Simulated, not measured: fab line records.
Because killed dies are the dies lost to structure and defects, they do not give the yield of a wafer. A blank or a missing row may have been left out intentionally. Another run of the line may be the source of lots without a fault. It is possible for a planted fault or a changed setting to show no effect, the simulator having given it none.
Which tool did it? || flow sky130 || Sampling: 24 lots, 72 wafers, 5 of 708 route steps

== WHAT THE GAUGES SHOWED, per wafer ==
SKY_NWELL_TW_MEAS_15.
{"lot": "L074", "measured": "day 4 12:26", "on": "film_metro-03", "NWELL_TW": "1793 1816 1811"}
{"lot": "L075", "measured": "day 4 20:31", "on": "film_metro-01", "NWELL_TW": "1807 1801 1803"}
{"lot": "L076", "measured": "day 5 00:50", "on": "film_metro-04", "NWELL_TW": "1814 1816 1816"}
{"lot": "L077", "measured": "day 5 06:40", "on": "film_metro-03", "NWELL_TW": "1803 1809 1808"}
{"lot": "L079", "measured": "day 5 20:58", "on": "film_metro-04", "NWELL_TW": "1813 1816 1817"}
{"lot": "L078", "measured": "day 5 21:03", "on": "film_metro-03", "NWELL_TW": "1809 1815 1814"}
{"lot": "L080", "measured": "day 6 13:38", "on": "film_metro-01", "NWELL_TW": "1818 1823 1810"}
{"lot": "L081", "measured": "day 6 14:26", "on": "film_metro-03", "NWELL_TW": "1816 1825 1817"}
{"lot": "L082", "measured": "day 6 22:39", "on": "film_metro-01", "NWELL_TW": "1810 1811 1818"}
{"lot": "L083", "measured": "day 7 03:13", "on": "film_metro-01", "NWELL_TW": "1782 1784 1803"}
{"lot": "L084", "measured": "day 7 11:59", "on": "film_metro-01", "NWELL_TW": "1804 1792 1793"}
{"lot": "L086", "measured": "day 7 15:12", "on": "film_metro-04", "NWELL_TW": "1812 1816 1824"}
{"lot": "L085", "measured": "day 7 15:29", "on": "film_metro-03", "NWELL_TW": "1801 1808 1793"}
{"lot": "L087", "measured": "day 7 18:43", "on": "film_metro-03", "NWELL_TW": "1799 1794 1799"}
{"lot": "L089", "measured": "day 8 03:03", "on": "film_metro-01", "NWELL_TW": "1804 1817 1820"}
{"lot": "L088", "measured": "day 8 03:17", "on": "film_metro-01", "NWELL_TW": "1816 1815 1821"}
{"lot": "L090", "measured": "day 8 13:36", "on": "film_metro-03", "NWELL_TW": "1817 1817 1808"}
{"lot": "L091", "measured": "day 8 16:55", "on": "film_metro-01", "NWELL_TW": "1809 1799 1810"}
{"lot": "L092", "measured": "day 8 21:58", "on": "film_metro-03", "NWELL_TW": "1797 1807 1813"}
{"lot": "L093", "measured": "day 9 03:26", "on": "film_metro-03", "NWELL_TW": "1818 1808 1823"}
{"lot": "L094", "measured": "day 9 09:41", "on": "film_metro-01", "NWELL_TW": "1810 1813 1810"}
{"lot": "L095", "measured": "day 9 16:14", "on": "film_metro-01", "NWELL_TW": "1802 1795 1788"}
{"lot": "L096", "measured": "day 9 22:36", "on": "film_metro-01", "NWELL_TW": "1797 1809 1807"}
{"lot": "L097", "measured": "day 10 06:21", "on": "film_metro-04", "NWELL_TW": "1817 1814 1819"}

SKY_SONOS_ONO_THK_MEAS_05.
{"lot": "L074", "measured": "day 11 12:13", "on": "film_metro-02", "SONOS_ONO_CVD_04_THK (nm)": "5.73 5.72 5.74"}
{"lot": "L075", "measured": "day 12 01:41", "on": "film_metro-03", "SONOS_ONO_CVD_04_THK (nm)": "5.84 5.76 5.83"}
{"lot": "L076", "measured": "day 12 05:19", "on": "film_metro-03", "SONOS_ONO_CVD_04_THK (nm)": "5.56 5.62 5.65"}
{"lot": "L077", "measured": "day 12 16:52", "on": "film_metro-03", "SONOS_ONO_CVD_04_THK (nm)": "5.71 5.64 5.73"}
{"lot": "L079", "measured": "day 13 09:02", "on": "film_metro-04", "SONOS_ONO_CVD_04_THK (nm)": "5.64 5.73 5.67"}
{"lot": "L078", "measured": "day 13 16:20", "on": "film_metro-03", "SONOS_ONO_CVD_04_THK (nm)": "5.78 5.75 5.86"}
{"lot": "L080", "measured": "day 14 09:10", "on": "film_metro-04", "SONOS_ONO_CVD_04_THK (nm)": "5.90 5.91 5.91"}
{"lot": "L081", "measured": "day 14 10:24", "on": "film_metro-03", "SONOS_ONO_CVD_04_THK (nm)": "5.84 5.75 5.86"}
{"lot": "L082", "measured": "day 15 00:28", "on": "film_metro-04", "SONOS_ONO_CVD_04_THK (nm)": "5.77 5.67 5.73"}
{"lot": "L083", "measured": "day 15 04:59", "on": "film_metro-03", "SONOS_ONO_CVD_04_THK (nm)": "5.72 5.74 5.73"}
{"lot": "L084", "measured": "day 15 20:31", "on": "film_metro-04", "SONOS_ONO_CVD_04_THK (nm)": "5.89 5.83 5.77"}
{"lot": "L086", "measured": "day 15 23:53", "on": "film_metro-04", "SONOS_ONO_CVD_04_THK (nm)": "5.68 5.69 5.62"}
{"lot": "L085", "measured": "day 15 23:53", "on": "film_metro-03", "SONOS_ONO_CVD_04_THK (nm)": "5.59 5.63 5.71"}
{"lot": "L087", "measured": "day 16 08:20", "on": "film_metro-04", "SONOS_ONO_CVD_04_THK (nm)": "5.80 5.82 5.92"}
{"lot": "L089", "measured": "day 16 13:56", "on": "film_metro-04", "SONOS_ONO_CVD_04_THK (nm)": "5.77 5.78 5.80"}
{"lot": "L088", "measured": "day 16 18:35", "on": "film_metro-04", "SONOS_ONO_CVD_04_THK (nm)": "5.78 5.88 5.77"}
{"lot": "L090", "measured": "day 17 10:39", "on": "film_metro-02", "SONOS_ONO_CVD_04_THK (nm)": "5.73 5.75 5.86"}
{"lot": "L091", "measured": "day 17 13:31", "on": "film_metro-03", "SONOS_ONO_CVD_04_THK (nm)": "5.85 5.66 5.75"}
{"lot": "L092", "measured": "day 17 17:42", "on": "film_metro-03", "SONOS_ONO_CVD_04_THK (nm)": "5.75 5.59 5.68"}
{"lot": "L093", "measured": "day 18 02:21", "on": "film_metro-04", "SONOS_ONO_CVD_04_THK (nm)": "5.59 5.68 5.54"}
{"lot": "L094", "measured": "day 18 10:08", "on": "film_metro-03", "SONOS_ONO_CVD_04_THK (nm)": "5.77 5.70 5.78"}
{"lot": "L095", "measured": "day 18 14:38", "on": "film_metro-04", "SONOS_ONO_CVD_04_THK (nm)": "5.69 5.86 5.72"}
{"lot": "L096", "measured": "day 19 01:40", "on": "film_metro-02", "SONOS_ONO_CVD_04_THK (nm)": "5.86 5.94 5.99"}
{"lot": "L097", "measured": "day 19 10:55", "on": "film_metro-03", "SONOS_ONO_CVD_04_THK (nm)": "5.75 5.63 5.76"}

== WHICH TOOL RAN EACH LOT (tool, then ch and the chambers of the sampled wafers, then the start) ==
{"lot": "L074", "SKY_DNWELL_STRIP_08": "plasma_asher-01 ch 0,1, day 3 03:18", "SKY_PWDE_STRIP_09": "plasma_asher-01 ch 0,1, day 3 19:36", "SKY_VT_ADJUST_HVTP_STRIP_10": "plasma_asher-02 ch 0,1, day 5 23:20"}
{"lot": "L075", "SKY_DNWELL_STRIP_08": "plasma_asher-01 ch 0,1, day 3 11:31", "SKY_PWDE_STRIP_09": "plasma_asher-01 ch 0,1, day 4 03:47", "SKY_VT_ADJUST_HVTP_STRIP_10": "plasma_asher-04 ch 0,1, day 6 07:53"}
{"lot": "L076", "SKY_DNWELL_STRIP_08": "plasma_asher-01 ch 0,1, day 3 16:21", "SKY_PWDE_STRIP_09": "plasma_asher-01 ch 0,1, day 4 08:16", "SKY_VT_ADJUST_HVTP_STRIP_10": "plasma_asher-02 ch 0,1, day 6 12:59"}
{"lot": "L077", "SKY_DNWELL_STRIP_08": "plasma_asher-03 ch 0,1, day 3 22:00", "SKY_PWDE_STRIP_09": "plasma_asher-01 ch 0,1, day 4 14:08", "SKY_VT_ADJUST_HVTP_STRIP_10": "plasma_asher-04 ch 0,1, day 6 21:04"}
{"lot": "L079", "SKY_DNWELL_STRIP_08": "plasma_asher-01 ch 1, day 4 10:37", "SKY_PWDE_STRIP_09": "plasma_asher-03 ch 0, day 5 02:51", "SKY_VT_ADJUST_HVTP_STRIP_10": "plasma_asher-04 ch 0,1, day 7 12:13"}
{"lot": "L078", "SKY_DNWELL_STRIP_08": "plasma_asher-01 ch 0,1, day 4 10:58", "SKY_PWDE_STRIP_09": "plasma_asher-04 ch 0,1, day 5 02:53", "SKY_VT_ADJUST_HVTP_STRIP_10": "plasma_asher-02 ch 0,1, day 7 12:43"}
{"lot": "L080", "SKY_DNWELL_STRIP_08": "plasma_asher-02 ch 0,1, day 5 01:10", "SKY_PWDE_STRIP_09": "plasma_asher-03 ch 0,1, day 5 18:23", "SKY_VT_ADJUST_HVTP_STRIP_10": "plasma_asher-04 ch 1, day 8 05:28"}
{"lot": "L081", "SKY_DNWELL_STRIP_08": "plasma_asher-01 ch 1, day 5 01:42", "SKY_PWDE_STRIP_09": "plasma_asher-01 ch 0,1, day 5 19:24", "SKY_VT_ADJUST_HVTP_STRIP_10": "plasma_asher-03 ch 0, day 8 05:46"}
{"lot": "L082", "SKY_DNWELL_STRIP_08": "plasma_asher-02 ch 0,1, day 5 09:21", "SKY_PWDE_STRIP_09": "plasma_asher-03 ch 0, day 6 03:46", "SKY_VT_ADJUST_HVTP_STRIP_10": "plasma_asher-02 ch 1, day 8 15:34"}
{"lot": "L083", "SKY_DNWELL_STRIP_08": "plasma_asher-01 ch 0,1, day 5 13:29", "SKY_PWDE_STRIP_09": "plasma_asher-01 ch 0,1, day 6 07:38", "SKY_VT_ADJUST_HVTP_STRIP_10": "plasma_asher-04 ch 0,1, day 8 20:21"}
{"lot": "L084", "SKY_DNWELL_STRIP_08": "plasma_asher-03 ch 0,1, day 5 20:53", "SKY_PWDE_STRIP_09": "plasma_asher-03 ch 0,1, day 6 16:16", "SKY_VT_ADJUST_HVTP_STRIP_10": "plasma_asher-02 ch 0,1, day 9 06:40"}
{"lot": "L086", "SKY_DNWELL_STRIP_08": "plasma_asher-03 ch 0,1, day 5 23:49", "SKY_PWDE_STRIP_09": "plasma_asher-04 ch 0,1, day 6 19:00", "SKY_VT_ADJUST_HVTP_STRIP_10": "plasma_asher-03 ch 0,1, day 9 10:16"}
{"lot": "L085", "SKY_DNWELL_STRIP_08": "plasma_asher-01 ch 0,1, day 6 00:10", "SKY_PWDE_STRIP_09": "plasma_asher-04 ch 0,1, day 6 19:38", "SKY_VT_ADJUST_HVTP_STRIP_10": "plasma_asher-02 ch 0,1, day 9 10:34"}
{"lot": "L087", "SKY_DNWELL_STRIP_08": "plasma_asher-03 ch 0,1, day 6 04:34", "SKY_PWDE_STRIP_09": "plasma_asher-04 ch 0,1, day 6 23:09", "SKY_VT_ADJUST_HVTP_STRIP_10": "plasma_asher-04 ch 0,1, day 9 13:31"}
{"lot": "L089", "SKY_DNWELL_STRIP_08": "plasma_asher-03 ch 0,1, day 6 10:39", "SKY_PWDE_STRIP_09": "plasma_asher-04 ch 0,1, day 7 06:14", "SKY_VT_ADJUST_HVTP_STRIP_10": "plasma_asher-03 ch 1, day 9 22:49"}
{"lot": "L088", "SKY_DNWELL_STRIP_08": "plasma_asher-01 ch 0,1, day 6 10:40", "SKY_PWDE_STRIP_09": "plasma_asher-01 ch 0,1, day 7 06:30", "SKY_VT_ADJUST_HVTP_STRIP_10": "plasma_asher-03 ch 0,1, day 9 23:34"}
{"lot": "L090", "SKY_DNWELL_STRIP_08": "plasma_asher-01 ch 0,1, day 6 20:34", "SKY_PWDE_STRIP_09": "plasma_asher-01 ch 0,1, day 7 16:16", "SKY_VT_ADJUST_HVTP_STRIP_10": "plasma_asher-04 ch 0,1, day 10 10:55"}
{"lot": "L091", "SKY_DNWELL_STRIP_08": "plasma_asher-01 ch 0,1, day 7 00:43", "SKY_PWDE_STRIP_09": "plasma_asher-04 ch 0,1, day 7 20:09", "SKY_VT_ADJUST_HVTP_STRIP_10": "plasma_asher-04 ch 0,1, day 10 14:20"}
{"lot": "L092", "SKY_DNWELL_STRIP_08": "plasma_asher-01 ch 0,1, day 7 04:36", "SKY_PWDE_STRIP_09": "plasma_asher-01 ch 0,1, day 8 00:45", "SKY_VT_ADJUST_HVTP_STRIP_10": "plasma_asher-02 ch 0,1, day 10 19:07"}
{"lot": "L093", "SKY_DNWELL_STRIP_08": "plasma_asher-02 ch 1, day 7 10:31", "SKY_PWDE_STRIP_09": "plasma_asher-03 ch 0, day 8 06:00", "SKY_VT_ADJUST_HVTP_STRIP_10": "plasma_asher-04 ch 0,1, day 11 02:05"}
{"lot": "L094", "SKY_DNWELL_STRIP_08": "plasma_asher-03 ch 0,1, day 7 15:08", "SKY_PWDE_STRIP_09": "plasma_asher-01 ch 0,1, day 8 12:20", "SKY_VT_ADJUST_HVTP_STRIP_10": "plasma_asher-03 ch 0,1, day 11 08:48"}
{"lot": "L095", "SKY_DNWELL_STRIP_08": "plasma_asher-01 ch 0,1, day 7 21:31", "SKY_PWDE_STRIP_09": "plasma_asher-03 ch 0,1, day 8 17:50", "SKY_VT_ADJUST_HVTP_STRIP_10": "plasma_asher-03 ch 0,1, day 11 15:50"}
{"lot": "L096", "SKY_DNWELL_STRIP_08": "plasma_asher-02 ch 0,1, day 8 02:01", "SKY_PWDE_STRIP_09": "plasma_asher-04 ch 0,1, day 8 23:45", "SKY_VT_ADJUST_HVTP_STRIP_10": "plasma_asher-03 ch 1, day 11 23:04"}
{"lot": "L097", "SKY_DNWELL_STRIP_08": "plasma_asher-01 ch 0, day 8 09:13", "SKY_PWDE_STRIP_09": "plasma_asher-04 ch 0,1, day 9 07:02", "SKY_VT_ADJUST_HVTP_STRIP_10": "plasma_asher-02 ch 0,1, day 12 07:13"}
- SKY_DNWELL_STRIP_08: strips in O2/N2.
- SKY_PWDE_STRIP_09: strips in O2/N2.
- SKY_VT_ADJUST_HVTP_STRIP_10: strips in O2/N2.

== WHAT THE TOOLS THEMSELVES READ (means of the sampled wafers that have a number; where no wafer has one, the mark that the record gives instead) ==
SKY_DNWELL_STRIP_08.
{"lot": "L074", "tool": "plasma_asher-01", "drypump_motor_current_A (A)": 6.0, "n2_flow_sccm (sccm)": 299.8, "oes_product_au (a.u.)": 0.724, "strip_time_to_endpoint_s (s)": 36.92}
{"lot": "L075", "tool": "plasma_asher-01", "drypump_motor_current_A (A)": 6.0, "n2_flow_sccm (sccm)": 300.3, "oes_product_au (a.u.)": 0.725, "strip_time_to_endpoint_s (s)": 36.91}
{"lot": "L076", "tool": "plasma_asher-01", "drypump_motor_current_A (A)": 6.0, "n2_flow_sccm (sccm)": 299.4, "oes_product_au (a.u.)": 0.724, "strip_time_to_endpoint_s (s)": 37.00}
{"lot": "L077", "tool": "plasma_asher-03", "drypump_motor_current_A (A)": 5.3, "n2_flow_sccm (sccm)": 300.6, "oes_product_au (a.u.)": 0.719, "strip_time_to_endpoint_s (s)": 36.83}
{"lot": "L079", "tool": "plasma_asher-01", "drypump_motor_current_A (A)": 6.2, "n2_flow_sccm (sccm)": 299.1, "oes_product_au (a.u.)": 0.716, "strip_time_to_endpoint_s (s)": 36.87}
{"lot": "L078", "tool": "plasma_asher-01", "drypump_motor_current_A (A)": 6.0, "n2_flow_sccm (sccm)": 299.0, "oes_product_au (a.u.)": 0.725, "strip_time_to_endpoint_s (s)": 36.97}
{"lot": "L080", "tool": "plasma_asher-02", "drypump_motor_current_A (A)": 5.7, "n2_flow_sccm (sccm)": 299.9, "oes_product_au (a.u.)": 0.721, "strip_time_to_endpoint_s (s)": 36.65}
{"lot": "L081", "tool": "plasma_asher-01", "drypump_motor_current_A (A)": 6.2, "n2_flow_sccm (sccm)": 298.8, "oes_product_au (a.u.)": 0.723, "strip_time_to_endpoint_s (s)": 36.92}
{"lot": "L082", "tool": "plasma_asher-02", "drypump_motor_current_A (A)": 5.7, "n2_flow_sccm (sccm)": 299.9, "oes_product_au (a.u.)": 0.720, "strip_time_to_endpoint_s (s)": 36.85}
{"lot": "L083", "tool": "plasma_asher-01", "drypump_motor_current_A (A)": 6.0, "n2_flow_sccm (sccm)": 299.8, "oes_product_au (a.u.)": 0.717, "strip_time_to_endpoint_s (s)": 36.82}
{"lot": "L084", "tool": "plasma_asher-03", "drypump_motor_current_A (A)": 5.2, "n2_flow_sccm (sccm)": 299.3, "oes_product_au (a.u.)": 0.725, "strip_time_to_endpoint_s (s)": 36.94}
{"lot": "L086", "tool": "plasma_asher-03", "drypump_motor_current_A (A)": 5.6, "n2_flow_sccm (sccm)": 300.6, "oes_product_au (a.u.)": 0.727, "strip_time_to_endpoint_s (s)": 37.09}
{"lot": "L085", "tool": "plasma_asher-01", "drypump_motor_current_A (A)": 5.8, "n2_flow_sccm (sccm)": 299.5, "oes_product_au (a.u.)": 0.719, "strip_time_to_endpoint_s (s)": 36.82}
{"lot": "L087", "tool": "plasma_asher-03", "drypump_motor_current_A (A)": 5.5, "n2_flow_sccm (sccm)": 299.7, "oes_product_au (a.u.)": 0.723, "strip_time_to_endpoint_s (s)": 37.01}
{"lot": "L089", "tool": "plasma_asher-03", "drypump_motor_current_A (A)": 5.6, "n2_flow_sccm (sccm)": 301.3, "oes_product_au (a.u.)": 0.723, "strip_time_to_endpoint_s (s)": 36.80}
{"lot": "L088", "tool": "plasma_asher-01", "drypump_motor_current_A (A)": 6.0, "n2_flow_sccm (sccm)": 300.6, "oes_product_au (a.u.)": 0.719, "strip_time_to_endpoint_s (s)": 37.06}
{"lot": "L090", "tool": "plasma_asher-01", "drypump_motor_current_A (A)": 5.8, "n2_flow_sccm (sccm)": 299.7, "oes_product_au (a.u.)": 0.719, "strip_time_to_endpoint_s (s)": 36.65}
{"lot": "L091", "tool": "plasma_asher-01", "drypump_motor_current_A (A)": 5.9, "n2_flow_sccm (sccm)": 300.6, "oes_product_au (a.u.)": 0.721, "strip_time_to_endpoint_s (s)": 36.84}
{"lot": "L092", "tool": "plasma_asher-01", "drypump_motor_current_A (A)": 6.0, "n2_flow_sccm (sccm)": 299.9, "oes_product_au (a.u.)": 0.728, "strip_time_to_endpoint_s (s)": 36.74}
{"lot": "L093", "tool": "plasma_asher-02", "drypump_motor_current_A (A)": 5.4, "n2_flow_sccm (sccm)": 300.4, "oes_product_au (a.u.)": 0.722, "strip_time_to_endpoint_s (s)": 36.99}
{"lot": "L094", "tool": "plasma_asher-03", "drypump_motor_current_A (A)": 5.5, "n2_flow_sccm (sccm)": 299.2, "oes_product_au (a.u.)": 0.725, "strip_time_to_endpoint_s (s)": 36.89}
{"lot": "L095", "tool": "plasma_asher-01", "drypump_motor_current_A (A)": 6.0, "n2_flow_sccm (sccm)": 299.8, "oes_product_au (a.u.)": 0.721, "strip_time_to_endpoint_s (s)": 36.89}
{"lot": "L096", "tool": "plasma_asher-02", "drypump_motor_current_A (A)": 5.7, "n2_flow_sccm (sccm)": 299.4, "oes_product_au (a.u.)": 0.726, "strip_time_to_endpoint_s (s)": 36.95}
{"lot": "L097", "tool": "plasma_asher-01", "drypump_motor_current_A (A)": 5.7, "n2_flow_sccm (sccm)": 299.2, "oes_product_au (a.u.)": 0.723, "strip_time_to_endpoint_s (s)": 36.90}

SKY_PWDE_STRIP_09.
{"lot": "L074", "tool": "plasma_asher-01", "drypump_motor_current_A (A)": 5.8, "n2_flow_sccm (sccm)": 299.5, "oes_product_au (a.u.)": 0.720, "strip_time_to_endpoint_s (s)": 36.93}
{"lot": "L075", "tool": "plasma_asher-01", "drypump_motor_current_A (A)": 6.0, "n2_flow_sccm (sccm)": 299.4, "oes_product_au (a.u.)": 0.716, "strip_time_to_endpoint_s (s)": 36.97}
{"lot": "L076", "tool": "plasma_asher-01", "drypump_motor_current_A (A)": 5.9, "n2_flow_sccm (sccm)": 299.4, "oes_product_au (a.u.)": 0.720, "strip_time_to_endpoint_s (s)": 36.86}
{"lot": "L077", "tool": "plasma_asher-01", "drypump_motor_current_A (A)": 5.8, "n2_flow_sccm (sccm)": 299.7, "oes_product_au (a.u.)": 0.723, "strip_time_to_endpoint_s (s)": 36.98}
{"lot": "L079", "tool": "plasma_asher-03", "drypump_motor_current_A (A)": 5.0, "n2_flow_sccm (sccm)": 300.6, "oes_product_au (a.u.)": 0.727, "strip_time_to_endpoint_s (s)": 37.03}
{"lot": "L078", "tool": "plasma_asher-04", "drypump_motor_current_A (A)": 5.6, "n2_flow_sccm (sccm)": 300.2, "oes_product_au (a.u.)": 0.721, "strip_time_to_endpoint_s (s)": 36.84}
{"lot": "L080", "tool": "plasma_asher-03", "drypump_motor_current_A (A)": 5.3, "n2_flow_sccm (sccm)": 299.2, "oes_product_au (a.u.)": 0.720, "strip_time_to_endpoint_s (s)": 36.83}
{"lot": "L081", "tool": "plasma_asher-01", "drypump_motor_current_A (A)": 5.8, "n2_flow_sccm (sccm)": 299.9, "oes_product_au (a.u.)": 0.723, "strip_time_to_endpoint_s (s)": 36.77}
{"lot": "L082", "tool": "plasma_asher-03", "drypump_motor_current_A (A)": 5.0, "n2_flow_sccm (sccm)": 300.8, "oes_product_au (a.u.)": 0.720, "strip_time_to_endpoint_s (s)": 36.99}
{"lot": "L083", "tool": "plasma_asher-01", "drypump_motor_current_A (A)": 5.9, "n2_flow_sccm (sccm)": 300.2, "oes_product_au (a.u.)": 0.721, "strip_time_to_endpoint_s (s)": 36.96}
{"lot": "L084", "tool": "plasma_asher-03", "drypump_motor_current_A (A)": 5.5, "n2_flow_sccm (sccm)": 301.1, "oes_product_au (a.u.)": 0.716, "strip_time_to_endpoint_s (s)": 36.97}
{"lot": "L086", "tool": "plasma_asher-04", "drypump_motor_current_A (A)": 5.6, "n2_flow_sccm (sccm)": 300.1, "oes_product_au (a.u.)": 0.724, "strip_time_to_endpoint_s (s)": 37.03}
{"lot": "L085", "tool": "plasma_asher-04", "drypump_motor_current_A (A)": 5.5, "n2_flow_sccm (sccm)": 300.7, "oes_product_au (a.u.)": 0.719, "strip_time_to_endpoint_s (s)": 37.04}
{"lot": "L087", "tool": "plasma_asher-04", "drypump_motor_current_A (A)": 5.5, "n2_flow_sccm (sccm)": 300.4, "oes_product_au (a.u.)": 0.727, "strip_time_to_endpoint_s (s)": 36.92}
{"lot": "L089", "tool": "plasma_asher-04", "drypump_motor_current_A (A)": 5.5, "n2_flow_sccm (sccm)": 300.6, "oes_product_au (a.u.)": 0.723, "strip_time_to_endpoint_s (s)": 36.86}
{"lot": "L088", "tool": "plasma_asher-01", "drypump_motor_current_A (A)": 5.8, "n2_flow_sccm (sccm)": 299.4, "oes_product_au (a.u.)": 0.718, "strip_time_to_endpoint_s (s)": 36.89}
{"lot": "L090", "tool": "plasma_asher-01", "drypump_motor_current_A (A)": 6.0, "n2_flow_sccm (sccm)": 300.0, "oes_product_au (a.u.)": 0.720, "strip_time_to_endpoint_s (s)": 36.84}
{"lot": "L091", "tool": "plasma_asher-04", "drypump_motor_current_A (A)": 5.6, "n2_flow_sccm (sccm)": 300.0, "oes_product_au (a.u.)": 0.717, "strip_time_to_endpoint_s (s)": 36.91}
{"lot": "L092", "tool": "plasma_asher-01", "drypump_motor_current_A (A)": 6.0, "n2_flow_sccm (sccm)": 299.1, "oes_product_au (a.u.)": 0.726, "strip_time_to_endpoint_s (s)": 37.03}
{"lot": "L093", "tool": "plasma_asher-03", "drypump_motor_current_A (A)": 5.0, "n2_flow_sccm (sccm)": 300.5, "oes_product_au (a.u.)": 0.724, "strip_time_to_endpoint_s (s)": 36.90}
{"lot": "L094", "tool": "plasma_asher-01", "drypump_motor_current_A (A)": 5.9, "n2_flow_sccm (sccm)": 299.7, "oes_product_au (a.u.)": 0.722, "strip_time_to_endpoint_s (s)": 36.95}
{"lot": "L095", "tool": "plasma_asher-03", "drypump_motor_current_A (A)": 5.6, "n2_flow_sccm (sccm)": 300.8, "oes_product_au (a.u.)": 0.720, "strip_time_to_endpoint_s (s)": 36.97}
{"lot": "L096", "tool": "plasma_asher-04", "drypump_motor_current_A (A)": 5.6, "n2_flow_sccm (sccm)": 300.5, "oes_product_au (a.u.)": 0.721, "strip_time_to_endpoint_s (s)": 36.83}
{"lot": "L097", "tool": "plasma_asher-04", "drypump_motor_current_A (A)": 5.5, "n2_flow_sccm (sccm)": 299.7, "oes_product_au (a.u.)": 0.724, "strip_time_to_endpoint_s (s)": 36.83}

SKY_VT_ADJUST_HVTP_STRIP_10.
{"lot": "L074", "tool": "plasma_asher-02", "drypump_motor_current_A (A)": 5.9, "n2_flow_sccm (sccm)": 300.6, "oes_product_au (a.u.)": 0.711, "strip_time_to_endpoint_s (s)": 14.18}
{"lot": "L075", "tool": "plasma_asher-04", "drypump_motor_current_A (A)": 5.5, "n2_flow_sccm (sccm)": 299.2, "oes_product_au (a.u.)": 0.718, "strip_time_to_endpoint_s (s)": 14.22}
{"lot": "L076", "tool": "plasma_asher-02", "drypump_motor_current_A (A)": 5.7, "n2_flow_sccm (sccm)": 298.8, "oes_product_au (a.u.)": 0.717, "strip_time_to_endpoint_s (s)": 14.18}
{"lot": "L077", "tool": "plasma_asher-04", "drypump_motor_current_A (A)": 5.6, "n2_flow_sccm (sccm)": 300.5, "oes_product_au (a.u.)": 0.713, "strip_time_to_endpoint_s (s)": 14.20}
{"lot": "L079", "tool": "plasma_asher-04", "drypump_motor_current_A (A)": 5.7, "n2_flow_sccm (sccm)": 299.7, "oes_product_au (a.u.)": 0.719, "strip_time_to_endpoint_s (s)": 14.20}
{"lot": "L078", "tool": "plasma_asher-02", "drypump_motor_current_A (A)": 5.9, "n2_flow_sccm (sccm)": 299.3, "oes_product_au (a.u.)": 0.709, "strip_time_to_endpoint_s (s)": 14.23}
{"lot": "L080", "tool": "plasma_asher-04", "drypump_motor_current_A (A)": 5.4, "n2_flow_sccm (sccm)": 300.3, "oes_product_au (a.u.)": 0.713, "strip_time_to_endpoint_s (s)": 14.18}
{"lot": "L081", "tool": "plasma_asher-03", "drypump_motor_current_A (A)": 5.0, "n2_flow_sccm (sccm)": 300.5, "oes_product_au (a.u.)": 0.713, "strip_time_to_endpoint_s (s)": 14.19}
{"lot": "L082", "tool": "plasma_asher-02", "drypump_motor_current_A (A)": 5.4, "n2_flow_sccm (sccm)": 298.3, "oes_product_au (a.u.)": 0.712, "strip_time_to_endpoint_s (s)": 14.23}
{"lot": "L083", "tool": "plasma_asher-04", "drypump_motor_current_A (A)": 5.6, "n2_flow_sccm (sccm)": 300.4, "oes_product_au (a.u.)": 0.713, "strip_time_to_endpoint_s (s)": 14.19}
{"lot": "L084", "tool": "plasma_asher-02", "drypump_motor_current_A (A)": 5.7, "n2_flow_sccm (sccm)": 299.8, "oes_product_au (a.u.)": 0.716, "strip_time_to_endpoint_s (s)": 14.27}
{"lot": "L086", "tool": "plasma_asher-03", "drypump_motor_current_A (A)": 5.3, "n2_flow_sccm (sccm)": 300.0, "oes_product_au (a.u.)": 0.714, "strip_time_to_endpoint_s (s)": 14.20}
{"lot": "L085", "tool": "plasma_asher-02", "drypump_motor_current_A (A)": 5.7, "n2_flow_sccm (sccm)": 300.8, "oes_product_au (a.u.)": 0.716, "strip_time_to_endpoint_s (s)": 14.19}
{"lot": "L087", "tool": "plasma_asher-04", "drypump_motor_current_A (A)": 5.6, "n2_flow_sccm (sccm)": 300.8, "oes_product_au (a.u.)": 0.714, "strip_time_to_endpoint_s (s)": 14.25}
{"lot": "L089", "tool": "plasma_asher-03", "drypump_motor_current_A (A)": 5.9, "n2_flow_sccm (sccm)": 299.6, "oes_product_au (a.u.)": 0.718, "strip_time_to_endpoint_s (s)": 14.22}
{"lot": "L088", "tool": "plasma_asher-03", "drypump_motor_current_A (A)": 5.6, "n2_flow_sccm (sccm)": 299.8, "oes_product_au (a.u.)": 0.715, "strip_time_to_endpoint_s (s)": 14.19}
{"lot": "L090", "tool": "plasma_asher-04", "drypump_motor_current_A (A)": 5.5, "n2_flow_sccm (sccm)": 300.4, "oes_product_au (a.u.)": 0.711, "strip_time_to_endpoint_s (s)": 14.24}
{"lot": "L091", "tool": "plasma_asher-04", "drypump_motor_current_A (A)": 5.5, "n2_flow_sccm (sccm)": 299.8, "oes_product_au (a.u.)": 0.717, "strip_time_to_endpoint_s (s)": 14.16}
{"lot": "L092", "tool": "plasma_asher-02", "drypump_motor_current_A (A)": 6.0, "n2_flow_sccm (sccm)": 299.6, "oes_product_au (a.u.)": 0.718, "strip_time_to_endpoint_s (s)": 14.22}
{"lot": "L093", "tool": "plasma_asher-04", "drypump_motor_current_A (A)": 5.6, "n2_flow_sccm (sccm)": 300.9, "oes_product_au (a.u.)": 0.716, "strip_time_to_endpoint_s (s)": 14.21}
{"lot": "L094", "tool": "plasma_asher-03", "drypump_motor_current_A (A)": 5.5, "n2_flow_sccm (sccm)": 300.7, "oes_product_au (a.u.)": 0.718, "strip_time_to_endpoint_s (s)": 14.16}
{"lot": "L095", "tool": "plasma_asher-03", "drypump_motor_current_A (A)": 5.3, "n2_flow_sccm (sccm)": 300.3, "oes_product_au (a.u.)": 0.711, "strip_time_to_endpoint_s (s)": 14.18}
{"lot": "L096", "tool": "plasma_asher-03", "drypump_motor_current_A (A)": 5.8, "n2_flow_sccm (sccm)": 299.9, "oes_product_au (a.u.)": 0.712, "strip_time_to_endpoint_s (s)": 14.24}
{"lot": "L097", "tool": "plasma_asher-02", "drypump_motor_current_A (A)": 5.6, "n2_flow_sccm (sccm)": 299.8, "oes_product_au (a.u.)": 0.713, "strip_time_to_endpoint_s (s)": 14.23}

== THE ANSWER, worked out from the rows above alone ==
Rule: what is usual is taken from the lots themselves. The widest of any qualifying gaps counts: lots, ordered by their means at a reading, are off when they make up no more than a third of the lots, leave a main group of 4 or more, and stand apart from it by 3 or more times the standard deviation of that group's means. A main group whose means are all the same, to the digits that the tables above print for the reading, isn't used. A lot without any number at a reading at which 4 lots or more have one is off too. All remaining lots with rows at the step are treated as sound. Order of review: gauges by route order, followed by the tools' own readings, for which a lot's mean as printed above is used. The first step at which some lot is off is used, and at that step the reading that is off furthest; a lot without a number counts as furthest.
No lot is off on any of the readings shown, so nothing can be concluded from this.

== WHAT THE SIMULATOR HAD PUT IN ==
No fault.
